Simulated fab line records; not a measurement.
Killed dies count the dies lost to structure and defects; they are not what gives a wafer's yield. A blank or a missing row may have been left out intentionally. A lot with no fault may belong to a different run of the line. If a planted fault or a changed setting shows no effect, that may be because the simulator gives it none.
The tool behind it: which one? | flow sky130 | 11 lots, 33 wafers sampled, at 3 steps of a route of 708

== WHAT THE GAUGES READ, wafer by wafer ==
SKY_METAL3_OVL_MEAS_14. Usual: METAL3_OVL 3 nm, standard deviation 5.2.
lot  | measured     | on         | METAL3_OVL (nm) | flag
L474 | day 39 06:41 | overlay-01 | 1 1 5           | 
L475 | day 39 13:38 | overlay-01 | 12 1 8          | 
L476 | day 39 23:56 | overlay-01 | 10 6 11         | 
L478 | day 40 10:57 | overlay-01 | -1 3 0          | 
L479 | day 40 18:06 | overlay-01 | 1 5 2           | 
L483 | day 42 07:44 | overlay-01 | 16 7 16         | 
L485 | day 42 11:51 | overlay-01 | 2 2 2           | 
L486 | day 42 18:42 | overlay-02 | 1 5 3           | 
L491 | day 43 22:53 | overlay-02 | -1 5 5          | 
L492 | day 44 10:26 | overlay-01 | 2 1 -4          | 
L494 | day 44 16:03 | overlay-02 | 6 14 7          | 

== WHICH TOOL RAN EACH LOT (tool, then ch and the chambers of the sampled wafers, then the start) ==
lot  | SKY_LI_CONTACT_SPUTTER_20   | SKY_METAL3_SPUTTER_03
L474 | pvdSputter-03, day 29 23:34 | pvdSputter-02, day 37 03:10
L475 | pvdSputter-03, day 30 05:55 | pvdSputter-03, day 37 09:32
L476 | pvdSputter-04, day 30 19:44 | pvdSputter-03, day 37 21:44
L478 | pvdSputter-03, day 31 06:46 | pvdSputter-02, day 38 09:12
L479 | pvdSputter-01, day 31 15:22 | pvdSputter-03, day 38 17:31
L483 | pvdSputter-04, day 33 08:38 | pvdSputter-02, day 40 07:10
L485 | pvdSputter-01, day 33 15:43 | pvdSputter-02, day 40 12:05
L486 | pvdSputter-03, day 34 00:25 | pvdSputter-01, day 40 19:14
L491 | pvdSputter-03, day 35 08:25 | pvdSputter-03, day 42 01:11
L492 | pvdSputter-04, day 35 22:34 | pvdSputter-03, day 42 12:31
L494 | pvdSputter-01, day 36 03:55 | pvdSputter-02, day 42 17:50
- SKY_LI_CONTACT_SPUTTER_20: material TiN, target thk 20 nm, time 80 s.
- SKY_METAL3_SPUTTER_03: material Ti, target thk 5 nm, time 3.3 s.

== AS READ BY THE TOOLS THEMSELVES (means over the sampled wafers that have a number; for cases with no such wafer, the mark the record gives instead) ==
SKY_LI_CONTACT_SPUTTER_20. Usual: 30.3 % for throttleValvePct, sd 1.1.
lot  | tool          | throttleValvePct (%) | flag
L474 | pvdSputter-03 | 30.9                 | 
L475 | pvdSputter-03 | 30.0                 | 
L476 | pvdSputter-04 | 29.9                 | 
L478 | pvdSputter-03 | 30.8                 | 
L479 | pvdSputter-01 | 30.5                 | 
L483 | pvdSputter-04 | 30.0                 | 
L485 | pvdSputter-01 | 29.7                 | 
L486 | pvdSputter-03 | 30.3                 | 
L491 | pvdSputter-03 | 32.0                 | 
L492 | pvdSputter-04 | 29.6                 | 
L494 | pvdSputter-01 | 30.0                 | 

SKY_METAL3_SPUTTER_03. Usual: 30.6 % for throttleValvePct, sd 1.
lot  | tool          | throttleValvePct (%) | flag
L474 | pvdSputter-02 | 30.5                 | 
L475 | pvdSputter-03 | 31.1                 | 
L476 | pvdSputter-03 | 30.3                 | 
L478 | pvdSputter-02 | 30.6                 | 
L479 | pvdSputter-03 | 31.3                 | 
L483 | pvdSputter-02 | 30.5                 | 
L485 | pvdSputter-02 | 30.5                 | 
L486 | pvdSputter-01 | 30.1                 | 
L491 | pvdSputter-03 | 30.3                 | 
L492 | pvdSputter-03 | 30.5                 | 
L494 | pvdSputter-02 | 30.3                 | 

== THE ANSWER, worked out from the rows above alone ==
Rule: a lot is off if the mean of its wafers that have a number lies more than 3 standard deviations from the usual mean. A lot without any number at a reading at which 4 lots or more have one is off too. Where the step has rows for the other lots, those lots are counted as sound. The gauges are gone through in route order, then the tools' own readings, and for those a lot's mean is taken as printed above. The first step at which some lot is off is used, and at that step the reading that is off furthest; a lot without a number counts as furthest.
Nothing can be told from this: no lot is off at any reading shown.

== WHAT WAS PUT IN BY THE SIMULATOR ==
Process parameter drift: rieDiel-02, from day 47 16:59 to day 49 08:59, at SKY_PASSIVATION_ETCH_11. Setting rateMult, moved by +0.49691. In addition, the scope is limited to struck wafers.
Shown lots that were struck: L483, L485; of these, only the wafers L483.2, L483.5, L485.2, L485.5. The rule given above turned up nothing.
